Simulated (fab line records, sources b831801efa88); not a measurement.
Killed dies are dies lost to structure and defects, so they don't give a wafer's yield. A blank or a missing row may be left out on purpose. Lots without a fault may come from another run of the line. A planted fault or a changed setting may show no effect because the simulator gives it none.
fab line records | flow gf180mcu
record lots=14 wafers=42 last_day=33
route steps=602 shown DNWELL@40 MVPSD@88 VT_IMPLANT@97
lots that met no fault: from a run of the same line without faults
start_h: hours from the record's first day to the start of the lot's first wafer shown | wait_h: hours since the lot's step before | " the same as in the row above | L1.1+2: a row that stands for several wafers | - no value, or no start given | * or withheld: withheld | < > ~ a bound
route shown NAME@n: a module of which the file shows steps, and the number in the route of the first | usual: mean/standard deviation of fault-free wafers | same: alike in all rows | chamber/n: place in a boat | sites: the reading at each site | _std_site: their standard deviation | _edge_site: outer sites' mean less inner sites' | radius_mm: how far each site lies from the wafer's centre | mask NAME#n: copy n | behind: the tool/chamber that last shaped the wafer | hold: why the lot was held/for how many hours/how that ended | device: the transistor (n, p or np) that didn't switch | end of line: the same wafers' tests at the end of the route | a step without rows: its recipe alone | killed: dies lost to structure and defects at the first sort, not the wafer's yield | map: a wafer's dies, x killed, . not, _ none there
set.NAME: the setting as run; set.NAME@STEP: as run at that earlier step | model.NAME: the simulator's own value behind a step, which no gauge read
steps of the route over a sample of lots; a table a step, a row a wafer
services: from which hour (start_h, from the record's first day; less than 0 if before it) a tool's chamber was out of use, for how many hours, and why
## steps
# step GF_DNWELL_STRIP_08
# recipe chemistry=O2/N2 power_w=1400 pressure_mtorr=1500 platen_temp_c=250 o2_flow_sccm=3000 n2_flow_sccm=300 overash_fraction=0.5
# usual chamber_pressure_mTorr=1500.1/1.3 drypump_motor_current_A=5.6/0.71 heater_power_w=337/20 oes_product_au=0.723/0.0045 strip_time_to_endpoint_s=37.00/0.13
# columns lot.wafer tool chamber start_h wait_h chamber_pressure_mTorr drypump_motor_current_A heater_power_w oes_product_au rf_hours_counter_h strip_time_to_endpoint_s
L498.2 plasma_asher-03 0 42.25 0.1 1499.2 4.7 355 0.720 36 36.96
L498.3 " 0 " " 1498.8 4.7 354 0.723 - 36.76
L498.6 " 1 " " 1499.2 4.9 327 0.717 - 36.80
L499.1 plasma_asher-01 0 48.17 0.1 1500.8 5.2 299 0.724 41 37.02
L499.4 " 1 " " 1500.5 5.4 381 0.724 - 37.17
L499.6 " 1 " " 1501.0 5.4 366 0.727 - 37.11
L500.1 plasma_asher-02 1 55.25 0.1 1499.9 5.4 325 0.728 42 37.02
L500.4 " 1 " " 1499.9 5.4 331 0.729 - 36.87
L500.5 " 0 " " 1499.7 6.7 335 0.723 - 37.06
L501.1 plasma_asher-02 1 58.86 0.1 1501.3 5.4 330 0.720 43 36.88
L501.3 " 1 " " 1497.9 5.4 335 0.726 - 36.98
L501.5 " 1 " " 1499.4 5.4 334 0.722 - 36.91
L502.2 plasma_asher-01 1 64.70 0.1 1499.5 5.4 368 0.725 43 36.97
L502.3 " 0 " " 1499.1 5.2 294 0.723 - 37.03
L502.4 " 1 " " 1501.9 5.4 363 0.726 - 36.99
L504.3 plasma_asher-01 1 74.16 0.1 1502.2 5.4 369 0.715 - 37.03
L504.4 " 0 " " 1502.2 5.2 297 0.724 - 37.08
L504.6 " 1 " " 1497.9 5.4 366 0.721 - 37.11
L505.4 plasma_asher-02 0 79.01 0.1 1499.3 6.7 342 0.719 - 36.88
L505.5 " 0 " " 1500.3 6.7 335 0.726 - 36.92
L505.6 " 1 " " 1499.8 5.4 332 0.723 - 36.79
L506.2 plasma_asher-02 1 91.50 0.1 1499.9 5.4 329 0.725 46 37.12
L506.3 " 1 " " 1501.7 5.4 336 0.731 - 37.14
L506.6 " 0 " " 1502.4 6.7 329 0.728 - 37.27
L508.2 plasma_asher-03 0 102.57 0.1 1500.4 4.7 351 0.724 42 36.94
L508.5 " 1 " " 1499.9 4.9 323 0.718 - 36.70
L508.6 " 0 " " 1499.9 4.7 362 0.728 - 36.85
L509.1 plasma_asher-03 1 109.57 0.1 1498.3 4.9 333 0.720 43 36.84
L509.4 " 1 " " 1499.1 4.9 322 0.721 - 36.88
L509.5 " 1 " " 1502.4 4.9 321 0.721 - 36.91
L511.1 plasma_asher-02 0 117.07 0.1 1501.0 6.8 335 0.721 49 37.00
L511.3 " 1 " " 1500.0 5.4 341 0.726 - 36.96
L511.5 " 1 " " 1502.6 5.4 329 0.729 - 37.01
L512.2 plasma_asher-02 0 122.75 0.1 1501.1 6.7 340 0.720 49 36.94
L512.4 " 1 " " 1501.6 5.4 328 0.722 - 37.03
L512.5 " 0 " " 1500.7 6.8 336 0.721 - 36.94
L513.1 plasma_asher-03 0 124.37 0.1 1500.5 4.7 364 0.719 45 37.17
L513.3 " 1 " " 1500.5 4.9 314 0.723 - 37.08
L513.4 " 0 " " 1499.9 4.7 360 0.714 - 37.08
L514.2 plasma_asher-02 1 129.37 0.1 1497.8 5.4 338 0.718 50 36.95
L514.3 " 1 " " 1498.3 5.4 326 0.730 - 37.06
L514.4 " 0 " " 1501.6 6.7 334 0.725 - 37.06
# step GF_MVPSD_STRIP_10
# recipe chemistry=O2/N2 power_w=1400 pressure_mtorr=1500 platen_temp_c=250 o2_flow_sccm=3000 n2_flow_sccm=300 overash_fraction=0.5
# usual chamber_pressure_mTorr=1500.1/1.5 drypump_motor_current_A=5.3/0.62 heater_power_w=341/19 oes_product_au=0.723/0.0043 strip_time_to_endpoint_s=36.96/0.098
# columns lot.wafer tool chamber start_h wait_h chamber_pressure_mTorr drypump_motor_current_A heater_power_w oes_product_au rf_hours_counter_h strip_time_to_endpoint_s
L498.2 plasma_asher-03 0 95.59 0.1 1499.5 4.7 359 0.729 41 36.90
L498.3 " 1 " " 1500.7 4.9 322 0.719 - 36.82
L498.6 " 0 " " 1502.3 4.7 357 0.713 - 36.72
L499.1 plasma_asher-02 0 100.44 0.1 1499.7 6.7 339 0.731 47 36.89
L499.4 " 1 " " 1501.1 5.4 332 0.712 - 36.88
L499.6 " 1 " " 1500.0 5.4 326 0.732 - 36.90
L500.1 plasma_asher-03 0 109.31 0.1 1498.5 4.7 364 0.719 43 37.07
L500.4 " 0 " " 1501.5 4.7 356 0.719 - 37.01
L500.5 " 0 " " 1499.9 4.7 346 0.723 - 37.06
L501.1 plasma_asher-02 1 113.71 0.1 1500.3 5.4 338 0.727 48 37.15
L501.3 " 0 " " 1500.1 6.7 335 0.721 - 37.12
L501.5 " 0 " " 1498.6 6.7 331 0.718 - 37.03
L502.2 plasma_asher-02 0 119.86 0.1 1501.0 6.7 338 0.721 49 36.83
L502.3 " 0 " " 1502.2 6.8 337 0.726 - 36.88
L502.4 " 1 " " 1501.4 5.4 332 0.724 - 36.87
L504.3 plasma_asher-01 1 130.64 0.1 1498.8 5.4 373 0.723 - 36.97
L504.4 " 0 " " 1499.5 5.2 335 0.725 - 36.88
L504.6 " 1 " " 1499.7 5.3 375 0.730 - 37.07
L505.4 plasma_asher-02 0 135.69 0.1 1500.3 6.7 332 0.720 - 37.23
L505.5 " 1 " " 1501.0 5.4 320 0.721 - 37.12
L505.6 " 0 " " 1500.7 6.7 335 0.720 - 37.08
L506.2 plasma_asher-03 0 151.56 0.1 1496.3 4.7 352 0.719 48 36.97
L506.3 " 0 " " 1499.4 4.7 357 0.717 - 36.81
L506.6 " 0 " " 1499.3 4.7 349 0.717 - 36.88
L508.2 plasma_asher-03 1 165.39 0.1 1499.7 5.0 320 0.731 49 36.92
L508.5 " 1 " " 1499.4 5.0 324 0.716 - 36.98
L508.6 " 0 " " 1500.2 4.7 355 0.723 - 36.97
L509.1 plasma_asher-01 0 172.89 0.1 1499.8 5.2 321 0.718 5 36.90
L509.4 " 0 " " 1501.3 5.2 329 0.720 - 36.95
L509.5 " 0 " " 1498.9 5.2 308 0.728 - 36.89
L511.1 plasma_asher-02 1 181.64 0.1 1500.9 5.4 340 0.724 56 36.93
L511.3 " 1 " " 1502.5 5.4 326 0.719 - 36.96
L511.5 " 1 " " 1499.4 5.4 320 0.716 - 36.86
L512.2 plasma_asher-01 0 185.81 0.1 1499.7 5.2 325 0.724 7 36.79
L512.4 " 1 " " 1498.9 5.4 374 0.719 - 36.91
L512.5 " 0 " " 1501.0 5.2 316 0.722 - 36.89
L513.1 plasma_asher-03 0 188.76 0.1 - - - - - -
L513.3 " 1 " " - - - - - -
L513.4 " 0 " " - - - - - -
L514.2 plasma_asher-03 1 193.71 0.1 - - - - - -
L514.3 " 1 " " - - - - - -
L514.4 " 0 " " - - - - - -
# step GF_VT_IMPLANT_OVL_MEAS_07
# usual VT_IMPLANT_OVL=-0.5/1.4
# columns lot.wafer tool chamber start_h wait_h VT_IMPLANT_OVL[nm]
L498.2 overlay-02 - 109.72 0.1 -1.0
L498.3 " - " " 0.6
L498.6 " - " " 1.6
L499.1 overlay-02 - 114.37 0.1 -1.1
L499.4 " - " " 1.2
L499.6 " - " " -1.0
L500.1 overlay-01 - 123.42 0.1 -1.9
L500.4 " - " " -0.8
L500.5 " - " " -0.6
L501.1 overlay-01 - 128.87 0.1 -0.8
L501.3 " - " " -2.3
L501.5 " - " " -2.0
L502.2 overlay-01 - 134.32 0.1 1.4
L502.3 " - " " -0.2
L502.4 " - " " 0.3
L504.3 overlay-02 - 145.43 0.1 0.7
L504.4 " - " " 0.0
L504.6 " - " " 1.9
L505.4 overlay-01 - 150.89 0.1 1.6
L505.5 " - " " 2.3
L505.6 " - " " 2.1
L506.2 overlay-01 - 166.82 0.1 0.2
L506.3 " - " " 0.8
L506.6 " - " " 0.3
L508.2 overlay-01 - 181.93 0.1 0.2
L508.5 " - " " 0.9
L508.6 " - " " 0.2
L509.1 overlay-02 - 189.47 0.1 -1.5
L509.4 " - " " -0.3
L509.5 " - " " -2.1
L511.1 overlay-02 - 198.72 0.1 -1.7
L511.3 " - " " -1.8
L511.5 " - " " -0.4
L512.2 overlay-01 - 203.08 0.1 -3.2
L512.4 " - " " -1.9
L512.5 " - " " 0.5
L513.1 overlay-02 - 205.02 0.1 -1.3
L513.3 " - " " -1.3
L513.4 " - " " 0.4
L514.2 overlay-01 - 211.03 0.1 -4.6
L514.3 " - " " -2.4
L514.4 " - " " -2.9
# step GF_VT_IMPLANT_STRIP_09
# recipe chemistry=O2/N2 power_w=1400 pressure_mtorr=1500 platen_temp_c=250 o2_flow_sccm=3000 n2_flow_sccm=300 overash_fraction=0.5
# usual chamber_pressure_mTorr=1500.1/1.4 drypump_motor_current_A=5.2/0.4 heater_power_w=357/30 oes_product_au=0.715/0.0046 strip_time_to_endpoint_s=12.63/0.031
# columns lot.wafer tool chamber start_h wait_h chamber_pressure_mTorr drypump_motor_current_A heater_power_w oes_product_au rf_hours_counter_h strip_time_to_endpoint_s
L498.2 plasma_asher-03 1 109.90 0.1 1497.1 4.9 324 0.708 43 12.60
L498.3 " 0 " " 1498.9 4.7 359 0.709 - 12.61
L498.6 " 1 " " 1500.0 4.9 324 0.716 - 12.61
L499.1 plasma_asher-03 1 114.56 0.1 1497.6 4.9 318 0.717 44 12.61
L499.4 " 0 " " 1497.5 4.7 364 0.720 - 12.62
L499.6 " 0 " " 1500.8 4.7 350 0.713 - 12.63
L500.1 plasma_asher-01 1 123.60 0.1 1500.8 5.3 369 0.718 0 12.59
L500.4 " 1 " " 1500.4 5.4 367 0.718 - 12.60
L500.5 " 1 " " 1499.2 5.4 381 0.721 - 12.61
L501.1 plasma_asher-03 0 129.06 0.1 1500.3 4.7 352 0.724 45 12.64
L501.3 " 1 " " 1498.5 4.9 326 0.715 - 12.62
L501.5 " 1 " " 1497.9 4.9 327 0.712 - 12.58
L502.2 plasma_asher-03 0 134.50 0.1 1502.3 4.7 356 0.714 46 12.66
L502.3 " 0 " " 1500.4 4.7 351 0.714 - 12.67
L502.4 " 1 " " 1499.5 4.9 323 0.714 - 12.66
L504.3 plasma_asher-03 1 145.64 0.1 1499.8 4.9 326 0.716 - 12.63
L504.4 " 0 " " 1501.6 4.8 350 0.716 - 12.62
L504.6 " 1 " " 1502.3 4.9 321 0.719 - 12.60
L505.4 plasma_asher-01 0 151.09 0.1 1501.1 5.2 323 0.713 - 12.60
L505.5 " 0 " " 1498.5 5.2 325 0.710 - 12.62
L505.6 " 1 " " 1500.4 5.4 377 0.722 - 12.61
L506.2 plasma_asher-03 1 167.00 0.1 1501.6 4.9 321 0.717 49 12.66
L506.3 " 1 " " 1500.2 4.9 323 0.718 - 12.64
L506.6 " 0 " " 1502.5 4.8 362 0.719 - 12.59
L508.2 plasma_asher-03 1 182.11 0.1 1503.5 4.9 326 0.704 51 12.71
L508.5 " 0 " " 1499.4 4.7 363 0.711 - 12.70
L508.6 " 1 " " 1500.9 4.9 326 0.716 - 12.67
L509.1 plasma_asher-03 1 189.65 0.1 1501.2 4.9 328 0.715 52 12.63
L509.4 " 1 " " 1497.8 5.0 316 0.716 - 12.60
L509.5 " 0 " " 1499.2 4.7 356 0.720 - 12.61
L511.1 plasma_asher-01 1 198.91 0.1 1499.3 5.4 376 0.712 8 12.60
L511.3 " 1 " " 1499.0 5.4 370 0.715 - 12.59
L511.5 " 1 " " 1499.0 5.4 370 0.726 - 12.59
L512.2 plasma_asher-01 1 203.26 0.1 1500.6 5.3 368 0.719 9 12.62
L512.4 " 1 " " 1499.9 5.4 368 0.713 - 12.62
L512.5 " 1 " " 1500.8 5.3 362 0.718 - 12.64
L513.1 plasma_asher-01 1 205.21 0.1 1502.1 5.4 368 0.727 9 57.18
L513.3 " 1 " " 1498.6 5.4 368 0.727 - 57.21
L513.4 " 0 " " 1500.4 5.2 320 0.729 - 57.09
L514.2 plasma_asher-01 0 211.21 0.1 1499.1 5.2 322 0.728 9 57.15
L514.3 " 0 " " 1500.0 5.2 329 0.726 - 57.19
L514.4 " 1 " " 1501.4 5.4 371 0.727 - 57.22
# step GF_VT_IMPLANT_TW_MEAS_10
# usual VT_IMPLANT_TW=564.9/3
# columns lot.wafer tool chamber start_h wait_h VT_IMPLANT_TW
L498.2 film_metro-01 - 110.01 0.1 564.2
L498.3 " - " " 563.5
L498.6 " - " " 562.8
L499.1 film_metro-03 - 114.66 0.1 567.6
L499.4 " - " " 568.4
L499.6 " - " " 569.6
L500.1 film_metro-01 - 123.70 0.1 564.1
L500.4 " - " " 560.2
L500.5 " - " " 564.1
L501.1 film_metro-03 - 129.22 0.1 563.6
L501.3 " - " " 563.1
L501.5 " - " " 562.7
L502.2 film_metro-02 - 134.61 0.1 566.9
L502.3 " - " " 566.0
L502.4 " - " " 563.3
L504.3 film_metro-02 - 145.73 0.1 564.1
L504.4 " - " " 568.0
L504.6 " - " " 564.0
L505.4 film_metro-01 - 151.19 0.1 559.2
L505.5 " - " " 562.0
L505.6 " - " " 561.0
L506.2 film_metro-02 - 167.11 0.1 566.3
L506.3 " - " " 567.5
L506.6 " - " " 567.2
L508.2 film_metro-01 - 182.22 0.1 561.7
L508.5 " - " " 564.1
L508.6 " - " " 561.2
L509.1 film_metro-02 - 189.75 0.1 567.9
L509.4 " - " " 568.4
L509.5 " - " " 564.7
L511.1 film_metro-03 - 199.01 0.1 571.4
L511.3 " - " " 571.0
L511.5 " - " " 569.2
L512.2 film_metro-02 - 203.37 0.1 563.7
L512.4 " - " " 564.9
L512.5 " - " " 565.1
L513.1 film_metro-02 - 205.31 0.1 30.1
L513.3 " - " " 30.2
L513.4 " - " " 30.1
L514.2 film_metro-01 - 211.32 0.1 29.8
L514.3 " - " " 30.0
L514.4 " - " " 29.7
# step GF_VT_IMPLANT_TW_MEAS_32
# usual VT_IMPLANT_3_TW=268.9/1.6
# columns lot.wafer tool chamber start_h wait_h VT_IMPLANT_3_TW
L498.2 film_metro-02 - 140.46 0.1 270.8
L498.3 " - " " 268.8
L498.6 " - " " 269.7
L499.1 film_metro-01 - 144.36 0.1 268.0
L499.4 " - " " 268.0
L499.6 " - " " 267.9
L500.1 film_metro-02 - 154.00 0.1 269.2
L500.4 " - " " 267.3
L500.5 " - " " 268.9
L501.1 film_metro-01 - 160.01 0.1 269.4
L501.3 " - " " 267.9
L501.5 " - " " 267.1
L502.2 film_metro-01 - 165.72 0.1 267.9
L502.3 " - " " 266.4
L502.4 " - " " 267.0
L504.3 film_metro-01 - 178.18 0.1 268.1
L504.4 " - " " 268.0
L504.6 " - " " 266.6
L505.4 film_metro-01 - 183.84 0.1 268.2
L505.5 " - " " 266.2
L505.6 " - " " 268.0
L506.2 film_metro-03 - 201.56 0.1 271.3
L506.3 " - " " 272.1
L506.6 " - " " 272.6
L508.2 film_metro-02 - 217.52 0.1 269.9
L508.5 " - " " 269.4
L508.6 " - " " 271.0
L509.1 film_metro-02 - 224.51 0.1 270.6
L509.4 " - " " 269.8
L509.5 " - " " 270.5
L511.1 film_metro-01 - 234.91 0.1 267.4
L511.3 " - " " 266.1
L511.5 " - " " 266.7
L512.2 film_metro-01 - 238.67 0.1 267.4
L512.4 " - " " 268.0
L512.5 " - " " 268.3
L513.1 film_metro-03 - 240.96 0.1 269.3
L513.3 " - " " 270.5
L513.4 " - " " 269.6
L514.2 film_metro-02 - 248.22 0.1 269.8
L514.3 " - " " 269.2
L514.4 " - " " 269.3
## services
# columns tool chamber start_h hours kind
plasma_asher-03 - 56.77 2.8 pm
plasma_asher-01 - 108.83 9.0 pm
plasma_asher-01 0 108.83 9.0 vent_cycle
plasma_asher-01 1 108.83 9.0 vent_cycle
plasma_asher-01 - 117.83 2.8 pm
plasma_asher-01 0 117.83 - clean
plasma_asher-01 1 117.83 - clean
plasma_asher-03 - 149.64 0.8 repair
plasma_asher-01 - 168.94 0.4 repair
## key
first_sign step=GF_MVPSD_STRIP_10 reading=tool_record direction=missing
effect step=GF_VT_IMPLANT_STRIP_09 reading=strip_time_to_endpoint_s direction=up sigmas=99+ usual=* struck=*
effect step=GF_VT_IMPLANT_TW_MEAS_10 reading=VT_IMPLANT_TW direction=down sigmas=99+ usual=564.9 struck=30.0
met_at GF_MVPSD_STRIP_10
struck_lots L513,L514
sort_left_out L513.1,L513.3,L513.4,L514.2,L514.3,L514.4
tester_left_out L513,L514
not_acting_at GF_DNWELL_STRIP_08,GF_VT_IMPLANT_OVL_MEAS_07,GF_VT_IMPLANT_TW_MEAS_32
onset_between 165.39 188.76
fault kind=skipped_step_whole tool=plasma_asher-03 chamber=- onset_h=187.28 steps=GF_MVPSD_STRIP_10 scope=struck_lots_only
# tester_left_out: of these lots the tester's yield and bins aren't shown, on N5 and GAA mostly nor the transistor test; their killed dies are dies lost to structure and defects alone, not to doping, threshold or leakage, so they don't give the yield
# sort_left_out: the simulated sort isn't trusted on such a fault, so these wafers' sort isn't shown, and their yield isn't known
